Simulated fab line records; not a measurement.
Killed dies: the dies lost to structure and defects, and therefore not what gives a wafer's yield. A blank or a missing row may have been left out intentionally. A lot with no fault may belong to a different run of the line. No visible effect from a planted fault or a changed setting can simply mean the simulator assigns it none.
Comparing a struck lot with a sound one | flow sky130 | 14 steps out of a route of 708
Sound: these wafers, L157.1, L157.4, L157.5. The struck wafers were L147.4, L147.5, L147.6. The cause comes at the end.
Per side, at each step with rows, come the tool, then ch with its chambers, and then its first start. Under that, the readings that differ: sound wafers | struck wafers | difference of the means | sigmas: that difference in standard deviations of wafers without a fault.
alike: readings whose means differ by less than 2 such deviations, and words and numbers that are the same on both sides. not compared: withheld readings, readings that some wafer has no value for, bounds like >300 that may hide the same value, and numbers for which the record gives no deviation and whose values overlap.
The two part at a step that has a row with sigmas, a row that says differs or no value, or rows on one side only. Non-overlapping numbers with no deviation appear without sigmas and do not part them. Lack of a reading on every wafer of one side parts them only where that side has two or more wafers.

SKY_VIA2_ETCH_15: etches SiO2 in C4F8/O2/Ar, stops on TiN, target depth 546 nm, time 84 s.
  sound on rieDiel-02 ch 1,2,3, day 42 03:34; struck on rieDiel-04 ch 0,1,2, day 38 18:54
  alike: oesProductAu
  not compared: rfHoursCounterH
SKY_VIA2_STRIP_16: strips in O2/N2.
  sound on plasmaAsher-02 ch 0,1, day 42 03:38; struck on plasmaAsher-04 ch 0,1, day 38 18:59
  alike: drypumpMotorCurrentA, n2FlowSccm, oesProductAu, stripTimeToEndpointS
  not compared: rfHoursCounterH
then, 4 steps without rows for these wafers: SKY_VIA2_STRIP_17 (strips in post etch residue remover, time 1200 s); SKY_VIA2_CLEAN_18 (cleans in IPA, time 180 s); SKY_VIA2_CLEAN_19 (cleans in O3/DIW); SKY_VIA2_SPUTTER_20 (material TiN, target thk 20 nm, time 80 s).
SKY_VIA2_CVD_21: deposits W, target thk 420 nm, time 126.4 s.
  sound on cvdW-01 ch 0, day 42 04:20; struck on cvdW-01 ch 0,1, day 38 19:40
  alike: heaterPowerW
SKY_VIA2_RS_MEAS_22: the measuring method here is four-point-probe.
  struck on filmMetro-01, day 38 19:49; sound on filmMetro-01, day 42 04:28
  alike: VIA2_W_RS
SKY_VIA2_THK_MEAS_23: measures by xrf.
  struck on filmMetro-01, day 38 19:54; sound on filmMetro-01, day 42 04:35
  alike: VIA2_W_THK
then, 2 steps without rows for these wafers: SKY_VIA2_CMP_24 (polishes, stops on SiO2, t overpolish 20 s, target thk 0 nm); SKY_METAL3_SPUTTER_00 (material Ti, target thk 15 nm, time 10 s).
SKY_METAL3_SPUTTER_01: material TiN, target thk 20 nm, time 16.7 s.
  struck on pvdSputter-01, day 38 20:29; sound on pvdSputter-01, day 42 04:59
  alike: cathodeDcPowerW, chamberPressurePa, throttleValvePct
SKY_METAL3_SPUTTER_02: material AlCu, target thk 735 nm, time 39.1 s.
  struck on pvdSputter-01, day 38 20:31; sound on pvdSputter-01, day 42 05:01
  no value came back on the struck wafers for cathodeDcPowerW (W), chamberPressurePa (Pa), throttleValvePct (%), timeS (s); on the sound wafers cathodeDcPowerW (W) reads 10599 10598 10603
SKY_METAL3_SPUTTER_03: material Ti, target thk 5 nm, time 3.3 s.
  struck on pvdSputter-01, day 38 20:33; sound on pvdSputter-01, day 42 05:03
  alike: cathodeDcPowerW, chamberPressurePa, throttleValvePct

== WHERE THEY PART ==
At SKY_METAL3_SPUTTER_02 and nowhere else, as far as this record goes. Later steps at which nothing parts them and some readings are alike: SKY_METAL3_SPUTTER_03.

WHY: whatever the simulator had introduced
Skipped step whole: pvdSputter-01, from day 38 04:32 on, at SKY_METAL3_SPUTTER_02. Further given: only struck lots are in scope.
